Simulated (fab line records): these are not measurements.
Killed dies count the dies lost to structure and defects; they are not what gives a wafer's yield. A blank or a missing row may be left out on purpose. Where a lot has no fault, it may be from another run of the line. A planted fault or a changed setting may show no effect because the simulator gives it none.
fab line records | flow sky130
record lots=12 | wafers=36 | lastDay=50
route steps=708 shown POLY_GATE@228 LDD_N@244 LDD_P@264 PAD_OPEN@708
lots that met no fault: taken from a fault-free run of the same line
startH: the number of hours between the record's first day and the start of the first shown wafer of the lot | waitH: hours elapsed since this lot's preceding step | " repeats the value in the row above | L1.1+2: a single row standing in for several wafers | - no value present, or no start provided | * or withheld: withheld | < > ~ a bound
route shown NAME@n: NAME is a module with steps in the file, n the number in the route of the first one | usual: mean and standard deviation over wafers with no fault | same: alike in all rows | chamber/n: place in a boat | sites: per-site readings | _std_site: the values' standard deviation | _edge_site: outer sites' mean less inner sites' | radiusMm: how far each site lies from the wafer's centre | mask NAME#n: copy n | behind: the most recent tool/chamber to have shaped the wafer | hold: cause of the lot's hold/its duration in hours/its outcome | device: whichever transistor did not switch (one of n, p or np) | end of line: the tests these same wafers got at the end of their route | a step given without rows: its recipe and nothing more | killed: count of dies lost to structure and defects at first sort (not the wafer's yield) | map: dies across one wafer; x = killed, . = not, _ = none there
set.NAME: the run value of the setting; set.NAME@STEP: its run value at that earlier step | model.NAME: the simulator's own value behind a step, which no gauge read
the route's steps for a sample of lots (tables are steps, rows are wafers)
services: the hour from which a tool's chamber was out of use, counted from the record's first day as startH (under 0 if before that day), plus the number of hours and why
## steps
# step SKY_POLY_GATE_OVL_MEAS_14
# usual POLY_GATE_OVL=4/4.7
lot.wafer | tool       | chamber | startH | waitH | POLY_GATE_OVL[nm]
L936.2    | overlay-01 | -       | 368.52 | 0.1   | 3
L936.4    | "          | -       | "      | "     | 4
L936.6    | "          | -       | "      | "     | 10
L940.1    | overlay-02 | -       | 426.62 | 0.1   | 4
L940.2    | "          | -       | "      | "     | 9
L940.6    | "          | -       | "      | "     | 7
L941.1    | overlay-02 | -       | 426.97 | 0.1   | 9
L941.3    | "          | -       | "      | "     | 13
L941.5    | "          | -       | "      | "     | 9
L942.2    | overlay-01 | -       | 431.67 | 0.1   | 4
L942.5    | "          | -       | "      | "     | 9
L942.6    | "          | -       | "      | "     | 2
L948.1    | overlay-01 | -       | 482.53 | 0.1   | 5
L948.4    | "          | -       | "      | "     | 2
L948.5    | "          | -       | "      | "     | 14
L949.1    | overlay-01 | -       | 488.13 | 0.1   | 8
L949.3    | "          | -       | "      | "     | 2
L949.5    | "          | -       | "      | "     | 0
L950.2    | overlay-02 | -       | 501.37 | 0.1   | 5
L950.3    | "          | -       | "      | "     | 10
L950.6    | "          | -       | "      | "     | 5
L952.1    | overlay-01 | -       | 516.78 | 0.1   | 10
L952.3    | "          | -       | "      | "     | 12
L952.6    | "          | -       | "      | "     | 11
L953.3    | overlay-02 | -       | 521.23 | 0.1   | 5
L953.5    | "          | -       | "      | "     | 0
L953.6    | "          | -       | "      | "     | 3
L954.1    | overlay-02 | -       | 545.46 | 0.1   | 5
L954.4    | "          | -       | "      | "     | 9
L954.5    | "          | -       | "      | "     | 5
L958.1    | overlay-02 | -       | 570.67 | 0.1   | 4
L958.4    | "          | -       | "      | "     | 15
L958.5    | "          | -       | "      | "     | 3
L957.2    | overlay-01 | -       | 570.72 | 0.1   | 7
L957.5    | "          | -       | "      | "     | 1
L957.6    | "          | -       | "      | "     | 4
# step SKY_POLY_GATE_STRIP_18
# recipe chemistry=O2/N2 | powerW=1400 | pressureMtorr=1500 | platenTempC=withheld | o2FlowSccm=3000 | n2FlowSccm=300 | overashFraction=0.5
# usual drypumpMotorCurrentA=5.6/0.46 | oesProductAu=0.361/0.0049 | stripTimeToEndpointS=3.18/0.037
lot.wafer | tool           | chamber | startH | waitH | drypumpMotorCurrentA | oesProductAu | rfHoursCounterH | stripTimeToEndpointS
L936.2    | plasmaAsher-01 | 0       | 368.78 | 0.0   | 5.7                  | 0.361        | 57              | 3.21
L936.4    | "              | 0       | "      | "     | 5.7                  | 0.365        | -               | 3.19
L936.6    | "              | 1       | "      | "     | 5.0                  | 0.364        | -               | 3.23
L940.1    | plasmaAsher-03 | 1       | 426.89 | 0.0   | 5.3                  | 0.365        | 70              | 3.20
L940.2    | "              | 0       | "      | "     | 5.4                  | 0.363        | 70              | 3.16
L940.6    | "              | 0       | "      | "     | 5.4                  | 0.361        | -               | 3.17
L941.1    | plasmaAsher-01 | 1       | 427.24 | 0.0   | 5.0                  | 0.359        | 64              | 3.16
L941.3    | "              | 0       | "      | "     | 5.7                  | 0.360        | -               | 3.15
L941.5    | "              | 1       | "      | "     | 5.0                  | 0.351        | -               | 3.13
L942.2    | plasmaAsher-01 | 1       | 431.93 | 0.0   | 5.0                  | 0.366        | 65              | 3.15
L942.5    | "              | 1       | "      | "     | 5.0                  | 0.356        | -               | 3.14
L942.6    | "              | 0       | "      | "     | 5.7                  | 0.358        | -               | 3.18
L948.1    | plasmaAsher-03 | 0       | 482.81 | 0.0   | 5.4                  | 0.357        | 77              | 3.14
L948.4    | "              | 1       | "      | "     | 5.3                  | 0.370        | -               | 3.20
L948.5    | "              | 0       | "      | "     | 5.4                  | 0.368        | -               | 3.17
L949.1    | plasmaAsher-01 | 1       | 488.41 | 0.0   | 5.0                  | 0.369        | 72              | 3.18
L949.3    | "              | 1       | "      | "     | 5.0                  | 0.362        | -               | 3.23
L949.5    | "              | 0       | "      | "     | 5.6                  | 0.369        | -               | 3.18
L950.2    | plasmaAsher-03 | 0       | 501.64 | 0.0   | 5.4                  | 0.354        | 78              | 3.08
L950.3    | "              | 0       | "      | "     | 5.4                  | 0.352        | -               | 3.18
L950.6    | "              | 0       | "      | "     | 5.4                  | 0.358        | -               | 3.16
L952.1    | plasmaAsher-01 | 1       | 517.06 | 0.0   | 5.0                  | 0.365        | 75              | 3.21
L952.3    | "              | 1       | "      | "     | 5.0                  | 0.359        | -               | 3.10
L952.6    | "              | 0       | "      | "     | 5.7                  | 0.356        | -               | 3.10
L953.3    | plasmaAsher-01 | 0       | 521.52 | 0.1   | 5.6                  | 0.356        | -               | 3.16
L953.5    | "              | 1       | "      | "     | 5.0                  | 0.367        | -               | 3.13
L953.6    | "              | 0       | "      | "     | 5.6                  | 0.364        | -               | 3.12
L954.1    | plasmaAsher-01 | 0       | 545.73 | 0.0   | 5.7                  | 0.359        | 78              | 3.23
L954.4    | "              | 0       | "      | "     | 5.6                  | 0.366        | -               | 3.18
L954.5    | "              | 1       | "      | "     | 5.0                  | 0.356        | -               | 3.17
L958.1    | plasmaAsher-01 | 1       | 570.94 | 0.0   | 5.0                  | 0.358        | 80              | 3.21
L958.4    | "              | 0       | "      | "     | 5.7                  | 0.361        | -               | 3.22
L958.5    | "              | 1       | "      | "     | 5.0                  | 0.363        | -               | 3.18
L957.2    | plasmaAsher-03 | 1       | 570.98 | 0.0   | 5.4                  | 0.365        | 85              | 3.22
L957.5    | "              | 1       | "      | "     | 5.4                  | 0.365        | -               | 3.16
L957.6    | "              | 0       | "      | "     | 5.4                  | 0.364        | -               | 3.22
# step SKY_LDD_N_OVL_MEAS_07
# usual LDD_N_OVL=1.9/1.3
lot.wafer | tool       | chamber | startH | waitH | LDD_N_OVL[nm]
L936.2    | overlay-01 | -       | 399.78 | 0.1   | 0.4
L936.4    | "          | -       | "      | "     | 2.0
L936.6    | "          | -       | "      | "     | 0.2
L940.1    | overlay-01 | -       | 459.07 | 0.1   | -0.3
L940.2    | "          | -       | "      | "     | 1.1
L940.6    | "          | -       | "      | "     | 0.9
L941.1    | overlay-01 | -       | 460.34 | 0.1   | 3.9
L941.3    | "          | -       | "      | "     | 2.5
L941.5    | "          | -       | "      | "     | 3.7
L942.2    | overlay-02 | -       | 465.73 | 0.1   | 1.0
L942.5    | "          | -       | "      | "     | 2.0
L942.6    | "          | -       | "      | "     | 1.9
L948.1    | overlay-02 | -       | 514.86 | 0.1   | 0.1
L948.4    | "          | -       | "      | "     | 0.3
L948.5    | "          | -       | "      | "     | 1.6
L949.1    | overlay-01 | -       | 520.11 | 0.1   | 3.7
L949.3    | "          | -       | "      | "     | 3.7
L949.5    | "          | -       | "      | "     | 4.1
L950.2    | overlay-01 | -       | 532.72 | 0.1   | 2.5
L950.3    | "          | -       | "      | "     | 2.6
L950.6    | "          | -       | "      | "     | 2.9
L952.1    | overlay-02 | -       | 548.91 | 0.1   | 2.5
L952.3    | "          | -       | "      | "     | 3.7
L952.6    | "          | -       | "      | "     | 3.1
L953.3    | overlay-01 | -       | 552.12 | 0.1   | 2.7
L953.5    | "          | -       | "      | "     | 3.5
L953.6    | "          | -       | "      | "     | 2.1
L954.1    | overlay-01 | -       | 578.52 | 0.1   | 3.3
L954.4    | "          | -       | "      | "     | 1.4
L954.5    | "          | -       | "      | "     | 2.9
L957.2    | overlay-01 | -       | 601.75 | 0.1   | 2.5
L957.5    | "          | -       | "      | "     | 2.8
L957.6    | "          | -       | "      | "     | 3.1
L958.1    | overlay-02 | -       | 601.92 | 0.1   | 1.7
L958.4    | "          | -       | "      | "     | 1.5
L958.5    | "          | -       | "      | "     | 3.7
# step SKY_LDD_P_IMPLANT_09
# recipe species=BF2 | energyKev=25 | doseCm2=1e+13 | tiltDeg=withheld
# usual beamEnergyKeV=25.002/0.0079 | faradayCurrentUA=56.4/1.1
lot.wafer | tool         | chamber | startH | waitH | beamEnergyKeV | faradayCurrentUA
L936.2    | implanter-04 | 0       | 431.75 | 0.0   | 24.998        | 57.0
L936.4    | "            | 0       | "      | "     | 24.993        | 56.2
L936.6    | "            | 0       | "      | "     | 24.987        | 56.9
L940.1    | implanter-02 | 0       | 491.92 | 0.0   | 20.512        | 54.9
L940.2    | "            | 0       | "      | "     | 20.518        | 57.3
L940.6    | "            | 0       | "      | "     | 20.525        | 58.2
L941.1    | implanter-04 | 0       | 492.52 | 0.0   | 25.005        | 57.8
L941.3    | "            | 0       | "      | "     | 25.013        | 56.2
L941.5    | "            | 0       | "      | "     | 25.007        | 56.5
L942.2    | implanter-02 | 0       | 498.19 | 0.0   | 20.513        | 54.6
L942.5    | "            | 0       | "      | "     | 20.531        | 56.0
L942.6    | "            | 0       | "      | "     | 20.516        | 57.2
L948.1    | implanter-04 | 0       | 546.20 | 0.0   | 24.997        | 57.1
L948.4    | "            | 0       | "      | "     | 25.006        | 58.5
L948.5    | "            | 0       | "      | "     | 24.999        | 57.4
L949.1    | implanter-01 | 0       | 550.78 | 0.0   | 25.013        | 55.7
L949.3    | "            | 0       | "      | "     | 25.006        | 54.1
L949.5    | "            | 0       | "      | "     | 24.997        | 54.4
L950.2    | implanter-01 | 0       | 563.94 | 0.0   | 25.008        | 56.5
L950.3    | "            | 0       | "      | "     | 25.006        | 58.1
L950.6    | "            | 0       | "      | "     | 25.003        | 57.5
L952.1    | implanter-01 | 0       | 580.23 | 0.0   | 25.002        | 55.7
L952.3    | "            | 0       | "      | "     | 25.008        | 56.3
L952.6    | "            | 0       | "      | "     | 25.005        | 56.2
L953.3    | implanter-01 | 0       | 583.25 | 0.1   | 25.005        | 55.6
L953.5    | "            | 0       | "      | "     | 25.011        | 55.3
L953.6    | "            | 0       | "      | "     | 25.011        | 57.1
L954.1    | implanter-01 | 0       | 608.83 | 0.0   | 25.006        | 54.0
L954.4    | "            | 0       | "      | "     | 25.011        | 56.3
L954.5    | "            | 0       | "      | "     | 25.008        | 58.9
L957.2    | implanter-01 | 0       | 631.60 | 0.0   | 25.011        | 57.0
L957.5    | "            | 0       | "      | "     | 25.011        | 54.8
L957.6    | "            | 0       | "      | "     | 25.021        | 58.2
L958.1    | implanter-02 | 0       | 632.02 | 0.0   | 25.002        | 57.6
L958.4    | "            | 0       | "      | "     | 24.998        | 58.6
L958.5    | "            | 0       | "      | "     | 24.990        | 57.4
# step SKY_LDD_P_TW_MEAS_11
# usual LDD_P_TW=639/6.4
lot.wafer | tool         | chamber | startH | waitH | LDD_P_TW
L936.2    | filmMetro-02 | -       | 431.99 | 0.1   | 632
L936.4    | "            | -       | "      | "     | 634
L936.6    | "            | -       | "      | "     | 635
L940.1    | filmMetro-03 | -       | 492.17 | 0.1   | 606
L940.2    | "            | -       | "      | "     | 607
L940.6    | "            | -       | "      | "     | 601
L941.1    | filmMetro-03 | -       | 492.77 | 0.1   | 637
L941.3    | "            | -       | "      | "     | 636
L941.5    | "            | -       | "      | "     | 641
L942.2    | filmMetro-03 | -       | 498.43 | 0.1   | 603
L942.5    | "            | -       | "      | "     | 603
L942.6    | "            | -       | "      | "     | 606
L948.1    | filmMetro-03 | -       | 546.45 | 0.1   | 638
L948.4    | "            | -       | "      | "     | 639
L948.5    | "            | -       | "      | "     | 637
L949.1    | filmMetro-03 | -       | 551.03 | 0.1   | 634
L949.3    | "            | -       | "      | "     | 635
L949.5    | "            | -       | "      | "     | 637
L950.2    | filmMetro-03 | -       | 564.18 | 0.1   | 636
L950.3    | "            | -       | "      | "     | 635
L950.6    | "            | -       | "      | "     | 639
L952.1    | filmMetro-03 | -       | 580.48 | 0.1   | 638
L952.3    | "            | -       | "      | "     | 640
L952.6    | "            | -       | "      | "     | 638
L953.3    | filmMetro-03 | -       | 583.47 | 0.1   | 636
L953.5    | "            | -       | "      | "     | 638
L953.6    | "            | -       | "      | "     | 635
L954.1    | filmMetro-02 | -       | 609.08 | 0.1   | 630
L954.4    | "            | -       | "      | "     | 631
L954.5    | "            | -       | "      | "     | 632
L957.2    | filmMetro-02 | -       | 631.84 | 0.1   | 635
L957.5    | "            | -       | "      | "     | 633
L957.6    | "            | -       | "      | "     | 634
L958.1    | filmMetro-01 | -       | 632.27 | 0.1   | 648
L958.4    | "            | -       | "      | "     | 648
L958.5    | "            | -       | "      | "     | 649
# step SKY_PAD_OPEN_PROBE_99
# usual killed_at_M0_to_M3=44/6.9 | killed_at_M4_up=3.0/1.5 | killedAtContacts=24/5.2 | killedAtFrontEnd=15/4.1 | killedAtOther=0.4/0.62 | killedDies=87/9.6 | killedOpen=47/7 | killedShort=40/6.2
# same grossDies=492 | killedAtBackSide=0
lot.wafer | tool      | chamber | startH  | waitH | killed_at_M0_to_M3 | killed_at_M4_up | killedAtContacts | killedAtFrontEnd | killedAtOther | killedDies | killedOpen | killedShort
L942.2    | prober-02 | -       | 1116.01 | 0.1   | 28                 | 4               | 31               | 8                | 0             | 71         | 35         | 36
L942.5    | prober-02 | -       | 1116.16 | 0.2   | 45                 | 5               | 30               | 17               | 0             | 97         | 46         | 51
L942.6    | prober-02 | -       | 1116.21 | 0.2   | 29                 | 3               | 27               | 11               | 0             | 70         | 38         | 32
L949.1    | prober-01 | -       | 1151.56 | 0.1   | 49                 | 6               | 25               | 15               | 0             | 95         | 51         | 44
L949.3    | prober-01 | -       | 1151.66 | 0.2   | 32                 | 3               | 32               | 12               | 0             | 79         | 46         | 33
L949.5    | prober-01 | -       | 1151.76 | 0.2   | 27                 | 2               | 27               | 11               | 0             | 67         | 35         | 31
L950.2    | prober-02 | -       | 1155.52 | 0.1   | 52                 | 3               | 30               | 10               | 1             | 96         | 52         | 43
L950.3    | prober-02 | -       | 1155.57 | 0.2   | 31                 | 2               | 29               | 18               | 0             | 80         | 43         | 37
L950.6    | prober-02 | -       | 1155.72 | 0.2   | 45                 | 5               | 28               | 11               | 0             | 89         | 52         | 37
# killed by level:class
L942.2 CONTACT:geometricParticle:open=9 LOCAL_INTERCONNECT:geometricParticle:short=7 CONTACT:geometricParticle:short=7 VIA2:geometricParticle:open=6 VIA1:geometricParticle:open=5 LI_CONTACT:geometricParticle:short=4 LI_CONTACT:geometricParticle:open=4 VIA3:geometricParticle:short=4
L942.5 CONTACT:geometricParticle:open=10 VIA1:geometricParticle:short=9 CONTACT:geometricParticle:short=8 POLY_GATE:geometricParticle:open=6 METAL1:geometricParticle:short=6 VIA1:geometricParticle:open=6 VIA2:geometricParticle:open=5 FIELD_ISO:geometricParticle:short=5
L942.6 LI_CONTACT:geometricParticle:open=8 CONTACT:geometricParticle:open=8 VIA1:geometricParticle:open=7 METAL2:geometricParticle:short=5 METAL1:geometricParticle:short=4 LOCAL_INTERCONNECT:geometricParticle:short=4 CONTACT:geometricParticle:short=4 VIA2:geometricParticle:open=4
L949.1 VIA2:geometricParticle:open=11 LI_CONTACT:geometricParticle:open=8 VIA1:geometricParticle:open=8 CONTACT:geometricParticle:open=7 VIA3:geometricParticle:open=6 METAL3:geometricParticle:short=6 LOCAL_INTERCONNECT:geometricParticle:short=5 VIA1:geometricParticle:short=5
L949.3 CONTACT:geometricParticle:open=15 VIA2:geometricParticle:open=6 LI_CONTACT:geometricParticle:open=6 METAL1:geometricParticle:short=6 VIA3:geometricParticle:open=5 CONTACT:geometricParticle:short=5 VIA1:geometricParticle:open=5 FIELD_ISO:geometricParticle:open=4
L949.5 LI_CONTACT:geometricParticle:open=7 VIA2:geometricParticle:open=7 LOCAL_INTERCONNECT:geometricParticle:short=6 CONTACT:geometricParticle:open=6 CONTACT:geometricParticle:short=5 FIELD_ISO:geometricParticle:open=3 POLY_GATE:geometricParticle:short=3 LI_CONTACT:geometricParticle:short=3
L950.2 METAL1:geometricParticle:short=10 VIA3:geometricParticle:open=9 LI_CONTACT:geometricParticle:open=9 CONTACT:geometricParticle:open=9 VIA1:geometricParticle:open=8 VIA1:geometricParticle:short=6 VIA2:geometricParticle:open=5 LI_CONTACT:geometricParticle:short=4
L950.3 CONTACT:geometricParticle:open=12 VIA1:geometricParticle:open=10 METAL1:geometricParticle:short=8 LI_CONTACT:geometricParticle:short=6 POLY_GATE:geometricParticle:open=5 METAL2:geometricParticle:short=5 FIELD_ISO:geometricParticle:short=4 FIELD_ISO:geometricParticle:open=4
L950.6 CONTACT:geometricParticle:open=11 LI_CONTACT:geometricParticle:open=9 VIA1:geometricParticle:open=9 METAL1:geometricParticle:short=8 METAL1:geometricParticle:open=6 CONTACT:geometricParticle:short=5 METAL2:geometricParticle:short=5 VIA2:geometricParticle:open=5
## services
tool           | chamber | startH | hours | kind
implanter-04   | -       | 386.71 | 2.2   | pm
implanter-04   | -       | 421.71 | 7.7   | repair
plasmaAsher-03 | -       | 422.87 | 0.7   | repair
plasmaAsher-01 | -       | 423.20 | 2.0   | repair
plasmaAsher-03 | -       | 437.36 | 2.3   | repair
plasmaAsher-01 | -       | 454.53 | 1.9   | repair
implanter-04   | -       | 487.32 | 2.7   | pm
plasmaAsher-03 | -       | 489.10 | 1.6   | repair
implanter-04   | -       | 493.38 | 13.6  | pm
implanter-02   | -       | 514.05 | 2.7   | pm
implanter-04   | -       | 515.73 | 1.7   | repair
plasmaAsher-03 | -       | 533.84 | 0.4   | repair
implanter-04   | -       | 576.45 | 3.3   | repair
implanter-01   | -       | 587.05 | 3.8   | repair
implanter-02   | -       | 587.19 | 4.0   | repair
plasmaAsher-01 | -       | 591.89 | 2.8   | pm
implanter-04   | -       | 626.87 | 1.1   | repair
## key
firstSign step=SKY_LDD_P_IMPLANT_09 | reading=beamEnergyKeV | direction=down | sigmas=99+ | usual=* | struck=*
effect step=SKY_LDD_P_TW_MEAS_11 | reading=LDD_P_TW | direction=down | sigmas=5.5 | usual=639 | struck=604
metAt SKY_LDD_P_IMPLANT_09
struckLots L940,L942
testerLeftOut L940,L942
notActingAt SKY_POLY_GATE_OVL_MEAS_14,SKY_POLY_GATE_STRIP_18,SKY_LDD_N_OVL_MEAS_07
fault kind=processParameterDrift | tool=implanter-02 | chamber=- | onsetH=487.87 | steps=SKY_LDD_P_IMPLANT_09 | channel=energyKev | offset=* | shape=step | endH=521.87 | actsIn=* | stated=*
# testerLeftOut: of these lots the tester's yield and bins aren't shown, on N5 and GAA mostly nor the transistor test; their killed dies are dies lost to structure and defects alone, not to doping, threshold or leakage, so they don't give the yield
